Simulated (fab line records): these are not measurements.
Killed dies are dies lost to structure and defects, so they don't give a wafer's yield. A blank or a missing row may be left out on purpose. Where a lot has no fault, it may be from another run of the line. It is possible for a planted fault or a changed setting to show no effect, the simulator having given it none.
Comparing a struck lot with a sound one | flow sky130 | 15 out of 708 route steps
Sound: the wafers L360.1, L360.4, L360.5. The struck wafers were L358.3, L358.4, L358.6. The cause comes at the end.
Per side, at each step with rows, come the tool, then ch with its chambers, and then its first start. Under that, the readings that differ: sound wafers | struck wafers | difference of the means | sigmas: that difference in standard deviations of wafers without a fault.
alike: readings whose means differ by less than 2 such deviations, and words and numbers that are the same on both sides. not compared: withheld readings, readings that some wafer has no value for, bounds like >300 that may hide the same value, and numbers for which the record gives no deviation and whose values overlap.
A row with sigmas, a row that says differs or no value, or rows on one side alone: a step with any of these is where the two part. Non-overlapping numbers with no deviation appear without sigmas and do not part them. A reading missing from all wafers of one side parts the sides only when that side holds two or more wafers.

SKY_VIA1_CMP_24: polishes, stops on SiO2, t overpolish 15 s, target thk 0 nm.
  sound on cmp-01 ch 0,1, day 38 18:10; struck on cmp-02 ch 1,2,3, day 38 01:41
  alike: edge-zone-pressure-frac, motor-current-A, overpolish-run-s, time-to-endpoint-s
SKY_METAL2_SPUTTER_00: material Ti, target thk 15 nm, time 10 s.
  sound on pvd-sputter-04, day 38 18:28; struck on pvd-sputter-03, day 38 01:56
  alike: throttle-valve-pct
SKY_METAL2_SPUTTER_01: material TiN, target thk 20 nm, time 16.7 s.
  sound on pvd-sputter-04, day 38 18:29; struck on pvd-sputter-03, day 38 01:58
  alike: throttle-valve-pct
SKY_METAL2_SPUTTER_02: material AlCu, target thk 250 nm, time 13.3 s.
  sound on pvd-sputter-04, day 38 18:31; struck on pvd-sputter-03, day 38 01:59
  alike: throttle-valve-pct
SKY_METAL2_SPUTTER_03: material Ti, target thk 5 nm, time 3.3 s.
  sound on pvd-sputter-04, day 38 18:32; struck on pvd-sputter-03, day 38 02:01
  alike: throttle-valve-pct
then, 1 step without rows for these wafers: SKY_METAL2_SPUTTER_04 (material TiN, target thk 70 nm, time 58.3 s).
SKY_METAL2_RS_MEAS_05: a four-point-probe measurement.
  sound on film-metro-01, day 38 18:37; struck on film-metro-01, day 38 02:07
  reading                 | sound                | struck               | difference | sigmas
  METAL2_ALCU_RS (ohm/sq) | 0.1259 0.1271 0.1264 | 0.1313 0.1323 0.1303 | +0.0048    | +3
SKY_METAL2_THK_MEAS_06: measures by xrf.
  sound on film-metro-01, day 38 18:44; struck on film-metro-01, day 38 02:13
  reading              | sound       | struck      | difference | sigmas
  METAL2_ALCU_THK (nm) | 255 252 255 | 244 243 247 | -9         | -2
then, 4 steps without rows for these wafers: SKY_METAL2_DEHYDRATE_07 (time 60 s); SKY_METAL2_HMDS_08 (prime time 60 s); SKY_METAL2_COAT_09 (resist thk 60 nm); SKY_METAL2_COAT_10 (resist thk 450 nm).
SKY_METAL2_SOFTBAKE_11: time 90 s.
  sound on litho-track-03 ch 0, day 39 06:00; struck on litho-track-01 ch 0, day 38 15:00
  reading          | sound                | struck               | difference | sigmas
  run-length-s (s) | 119.32 119.31 119.24 | 126.33 126.35 126.51 | +7.11      | +36
  alike: plate-temp-C
then, 1 step without rows for these wafers: SKY_METAL2_EXPOSE_12 (exposes mask MM2, target cd 140 nm).
-- the record jumps here: 10 days lie between the struck wafers' starts before and after (it left off in module METAL2 and takes up again in module PAD_OPEN, whose first step shown is number 708 of the route) --
SKY_PAD_OPEN_PROBE_99:
  record: rows for the struck wafers here (prober-01, day 48 23:32), none for the sound ones

WHERE THEY PART
First at SKY_METAL2_RS_MEAS_05; last, within this record, at SKY_PAD_OPEN_PROBE_99.

WHY: the cause the simulator had injected
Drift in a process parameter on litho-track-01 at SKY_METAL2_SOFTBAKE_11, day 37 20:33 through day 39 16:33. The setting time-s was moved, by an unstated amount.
